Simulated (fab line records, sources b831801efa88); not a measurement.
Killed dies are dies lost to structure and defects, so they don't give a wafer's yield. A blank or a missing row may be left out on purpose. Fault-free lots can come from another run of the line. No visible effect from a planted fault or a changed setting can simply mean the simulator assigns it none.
What tool caused it? || flow gf180mcu || Sampling: 11 lots, 33 wafers, 5 of 602 route steps

== WHAT THE GAUGES SHOWED, per wafer ==
GF_TOP_METAL_THK_MEAS_06: measures by xrf.
{"lot": "L436", "measured": "day 28 08:22", "on": "filmMetro-03", "TOP_METAL_ALCU_THK (nm)": "873 888 864"}
{"lot": "L437", "measured": "day 28 09:58", "on": "filmMetro-02", "TOP_METAL_ALCU_THK (nm)": "888 904 892"}
{"lot": "L439", "measured": "day 28 21:08", "on": "filmMetro-04", "TOP_METAL_ALCU_THK (nm)": "886 900 893"}
{"lot": "L440", "measured": "day 29 14:53", "on": "filmMetro-03", "TOP_METAL_ALCU_THK (nm)": "887 894 891"}
{"lot": "L441", "measured": "day 29 22:52", "on": "filmMetro-02", "TOP_METAL_ALCU_THK (nm)": "879 881 888"}
{"lot": "L443", "measured": "day 30 10:14", "on": "filmMetro-02", "TOP_METAL_ALCU_THK (nm)": "873 880 887"}
{"lot": "L448", "measured": "day 31 19:35", "on": "filmMetro-02", "TOP_METAL_ALCU_THK (nm)": "886 895 885"}
{"lot": "L452", "measured": "day 32 15:49", "on": "filmMetro-02", "TOP_METAL_ALCU_THK (nm)": "903 883 893"}
{"lot": "L453", "measured": "day 33 00:14", "on": "filmMetro-03", "TOP_METAL_ALCU_THK (nm)": "890 904 892"}
{"lot": "L454", "measured": "day 33 02:46", "on": "filmMetro-02", "TOP_METAL_ALCU_THK (nm)": "881 881 889"}
{"lot": "L455", "measured": "day 33 10:45", "on": "filmMetro-02", "TOP_METAL_ALCU_THK (nm)": "891 900 898"}

GF_TOP_METAL_CD_MEAS_14: target cd 440 nm.
{"lot": "L436", "measured": "day 29 03:41", "on": "cdSem-02", "cdNm (nm)": "440.7 439.4 442.2"}
{"lot": "L437", "measured": "day 29 05:22", "on": "cdSem-01", "cdNm (nm)": "437.3 436.9 437.2"}
{"lot": "L439", "measured": "day 29 15:47", "on": "cdSem-02", "cdNm (nm)": "436.4 438.5 437.7"}
{"lot": "L440", "measured": "day 30 09:52", "on": "cdSem-02", "cdNm (nm)": "439.4 437.8 440.1"}
{"lot": "L441", "measured": "day 30 16:38", "on": "cdSem-02", "cdNm (nm)": "442.5 442.6 440.6"}
{"lot": "L443", "measured": "day 31 03:14", "on": "cdSem-01", "cdNm (nm)": "441.9 439.8 438.6"}
{"lot": "L448", "measured": "day 32 10:53", "on": "cdSem-01", "cdNm (nm)": "431.2 433.9 435.7"}
{"lot": "L452", "measured": "day 33 07:47", "on": "cdSem-02", "cdNm (nm)": "434.2 432.9 432.4"}
{"lot": "L453", "measured": "day 33 15:44", "on": "cdSem-02", "cdNm (nm)": "442.9 438.7 441.6"}
{"lot": "L454", "measured": "day 33 18:11", "on": "cdSem-02", "cdNm (nm)": "437.5 440.2 441.4"}
{"lot": "L455", "measured": "day 34 01:59", "on": "cdSem-02", "cdNm (nm)": "443.9 442.6 443.3"}

== WHAT TOOL EACH LOT RAN ON (gives the tool, then ch and the chambers of the sampled wafers, and finally the start) ==
{"lot": "L436", "GF_V5_ETCH_16": "rieDiel-04 ch 0,1,3, day 28 06:34", "GF_V5_SPUTTER_22": "pvdSputter-04, day 28 07:23", "GF_TOP_METAL_COAT_09": "lithoTrack-04 ch 0, day 28 17:32"}
{"lot": "L437", "GF_V5_ETCH_16": "rieDiel-02 ch 0,1,2, day 28 08:13", "GF_V5_SPUTTER_22": "pvdSputter-03, day 28 09:00", "GF_TOP_METAL_COAT_09": "lithoTrack-03 ch 0, day 28 19:31"}
{"lot": "L439", "GF_V5_ETCH_16": "rieDiel-02 ch 1,2,3, day 28 19:22", "GF_V5_SPUTTER_22": "pvdSputter-01, day 28 20:10", "GF_TOP_METAL_COAT_09": "lithoTrack-04 ch 0, day 29 06:35"}
{"lot": "L440", "GF_V5_ETCH_16": "rieDiel-03 ch 1,2,3, day 29 13:10", "GF_V5_SPUTTER_22": "pvdSputter-04, day 29 13:55", "GF_TOP_METAL_COAT_09": "lithoTrack-04 ch 0, day 30 00:22"}
{"lot": "L441", "GF_V5_ETCH_16": "rieDiel-02 ch 0,1,2, day 29 21:08", "GF_V5_SPUTTER_22": "pvdSputter-04, day 29 21:53", "GF_TOP_METAL_COAT_09": "lithoTrack-04 ch 0, day 30 07:58"}
{"lot": "L443", "GF_V5_ETCH_16": "rieDiel-03 ch 0,2, day 30 08:31", "GF_V5_SPUTTER_22": "pvdSputter-03, day 30 09:16", "GF_TOP_METAL_COAT_09": "lithoTrack-02 ch 0, day 30 18:29"}
{"lot": "L448", "GF_V5_ETCH_16": "rieDiel-04 ch 1,2,3, day 31 17:44", "GF_V5_SPUTTER_22": "pvdSputter-01, day 31 18:29", "GF_TOP_METAL_COAT_09": "lithoTrack-04 ch 0, day 32 03:05"}
{"lot": "L452", "GF_V5_ETCH_16": "rieDiel-02 ch 0,2,3, day 32 13:56", "GF_V5_SPUTTER_22": "pvdSputter-01, day 32 14:50", "GF_TOP_METAL_COAT_09": "lithoTrack-04 ch 0, day 33 00:20"}
{"lot": "L453", "GF_V5_ETCH_16": "rieDiel-02 ch 0,1,3, day 32 22:29", "GF_V5_SPUTTER_22": "pvdSputter-03, day 32 23:16", "GF_TOP_METAL_COAT_09": "lithoTrack-02 ch 0, day 33 07:08"}
{"lot": "L454", "GF_V5_ETCH_16": "rieDiel-04 ch 2,3, day 33 00:59", "GF_V5_SPUTTER_22": "pvdSputter-01, day 33 01:47", "GF_TOP_METAL_COAT_09": "lithoTrack-03 ch 0, day 33 09:47"}
{"lot": "L455", "GF_V5_ETCH_16": "rieDiel-02 ch 0,1,2, day 33 09:01", "GF_V5_SPUTTER_22": "pvdSputter-04, day 33 09:46", "GF_TOP_METAL_COAT_09": "lithoTrack-03 ch 0, day 33 18:47"}
- GF_V5_ETCH_16: etches BARC in N2/H2.
- GF_V5_SPUTTER_22: material TiN, target thk 10 nm, time 40 s.
- GF_TOP_METAL_COAT_09: resist thk 1500 nm.

== AS READ BY THE TOOLS THEMSELVES (means over the sampled wafers that have a number; for cases with no such wafer, the mark the record gives instead) ==
GF_V5_ETCH_16.
{"lot": "L436", "tool": "rieDiel-04", "drypumpMotorCurrentA (A)": 5.1, "oesProductAu (a.u.)": 0.856, "throttleValvePct (%)": 13.221}
{"lot": "L437", "tool": "rieDiel-02", "drypumpMotorCurrentA (A)": 5.5, "oesProductAu (a.u.)": 0.852, "throttleValvePct (%)": 13.223}
{"lot": "L439", "tool": "rieDiel-02", "drypumpMotorCurrentA (A)": 5.5, "oesProductAu (a.u.)": 0.851, "throttleValvePct (%)": 13.220}
{"lot": "L440", "tool": "rieDiel-03", "drypumpMotorCurrentA (A)": 5.7, "oesProductAu (a.u.)": 0.853, "throttleValvePct (%)": 13.222}
{"lot": "L441", "tool": "rieDiel-02", "drypumpMotorCurrentA (A)": 5.5, "oesProductAu (a.u.)": 0.857, "throttleValvePct (%)": 13.222}
{"lot": "L443", "tool": "rieDiel-03", "drypumpMotorCurrentA (A)": 5.8, "oesProductAu (a.u.)": 0.851, "throttleValvePct (%)": 13.228}
{"lot": "L448", "tool": "rieDiel-04", "drypumpMotorCurrentA (A)": 5.2, "oesProductAu (a.u.)": 0.851, "throttleValvePct (%)": 13.215}
{"lot": "L452", "tool": "rieDiel-02", "drypumpMotorCurrentA (A)": 5.5, "oesProductAu (a.u.)": 0.854, "throttleValvePct (%)": 13.225}
{"lot": "L453", "tool": "rieDiel-02", "drypumpMotorCurrentA (A)": 5.4, "oesProductAu (a.u.)": 0.856, "throttleValvePct (%)": 13.225}
{"lot": "L454", "tool": "rieDiel-04", "drypumpMotorCurrentA (A)": 5.1, "oesProductAu (a.u.)": 0.855, "throttleValvePct (%)": 13.225}
{"lot": "L455", "tool": "rieDiel-02", "drypumpMotorCurrentA (A)": 5.5, "oesProductAu (a.u.)": 0.859, "throttleValvePct (%)": 13.226}

GF_V5_SPUTTER_22.
{"lot": "L436", "tool": "pvdSputter-04", "throttleValvePct (%)": 29.5}
{"lot": "L437", "tool": "pvdSputter-03", "throttleValvePct (%)": 30.1}
{"lot": "L439", "tool": "pvdSputter-01", "throttleValvePct (%)": 30.8}
{"lot": "L440", "tool": "pvdSputter-04", "throttleValvePct (%)": 29.9}
{"lot": "L441", "tool": "pvdSputter-04", "throttleValvePct (%)": 31.3}
{"lot": "L443", "tool": "pvdSputter-03", "throttleValvePct (%)": 30.2}
{"lot": "L448", "tool": "pvdSputter-01", "throttleValvePct (%)": 29.9}
{"lot": "L452", "tool": "pvdSputter-01", "throttleValvePct (%)": 29.8}
{"lot": "L453", "tool": "pvdSputter-03", "throttleValvePct (%)": 30.2}
{"lot": "L454", "tool": "pvdSputter-01", "throttleValvePct (%)": 30.0}
{"lot": "L455", "tool": "pvdSputter-04", "throttleValvePct (%)": 31.3}

GF_TOP_METAL_COAT_09.
{"lot": "L436", "tool": "lithoTrack-04", "spinSpeedRpm (rpm)": 3003.7}
{"lot": "L437", "tool": "lithoTrack-03", "spinSpeedRpm (rpm)": 2999.9}
{"lot": "L439", "tool": "lithoTrack-04", "spinSpeedRpm (rpm)": 3002.8}
{"lot": "L440", "tool": "lithoTrack-04", "spinSpeedRpm (rpm)": 2998.7}
{"lot": "L441", "tool": "lithoTrack-04", "spinSpeedRpm (rpm)": 2999.4}
{"lot": "L443", "tool": "lithoTrack-02", "spinSpeedRpm (rpm)": 3000.7}
{"lot": "L448", "tool": "lithoTrack-04", "spinSpeedRpm (rpm)": 3382.2}
{"lot": "L452", "tool": "lithoTrack-04", "spinSpeedRpm (rpm)": 3385.6}
{"lot": "L453", "tool": "lithoTrack-02", "spinSpeedRpm (rpm)": 3000.1}
{"lot": "L454", "tool": "lithoTrack-03", "spinSpeedRpm (rpm)": 3000.7}
{"lot": "L455", "tool": "lithoTrack-03", "spinSpeedRpm (rpm)": 2999.1}

== THE ANSWER, worked out from the rows above alone ==
Rule: the usual values come from the lots themselves. The widest of any qualifying gaps counts: lots, ordered by their means at a reading, are off when they make up no more than a third of the lots, leave a main group of 4 or more, and stand apart from it by 3 or more times the standard deviation of that group's means. A main group is skipped when, at the precision printed for the reading in the tables above, its means are all equal. A lot without any number at a reading at which 4 lots or more have one is off too. All remaining lots with rows at the step are treated as sound. After the gauges, taken in route order, come the tools' own readings; for these a lot's mean is taken, as printed above. At the first step where some lot is off, the reading lying furthest off is the one used; lots without a number count as furthest.
Off at GF_TOP_METAL_COAT_09 (spinSpeedRpm): L448, L452. The main group has a mean of 3000.6 rpm with a standard deviation of 1.6.
If a tool, at that step or one of the process steps before it, ran each lot that is off and ran no sound lot following the first of them, it fits. One fits: GF_TOP_METAL_COAT_09 on lithoTrack-04. Its last sound lot is L441 (day 30 07:58), its first lot that is off L448 (day 32 03:05): a fault that began between those two fits.
The tool's own readings at GF_TOP_METAL_COAT_09 bear it out: on the lots that are off they differ by more than 5 times the standard deviation of the sound lots' means. spinSpeedRpm reads 3383.9 rpm there against 3000.6 rpm on the sound lots.

== WHAT HAD BEEN PUT IN BY THE SIMULATOR ==
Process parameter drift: lithoTrack-04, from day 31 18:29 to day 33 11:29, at GF_TOP_METAL_COAT_09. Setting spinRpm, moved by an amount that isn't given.
Shown lots that were struck: L448, L452. This agrees with what the rule above found.
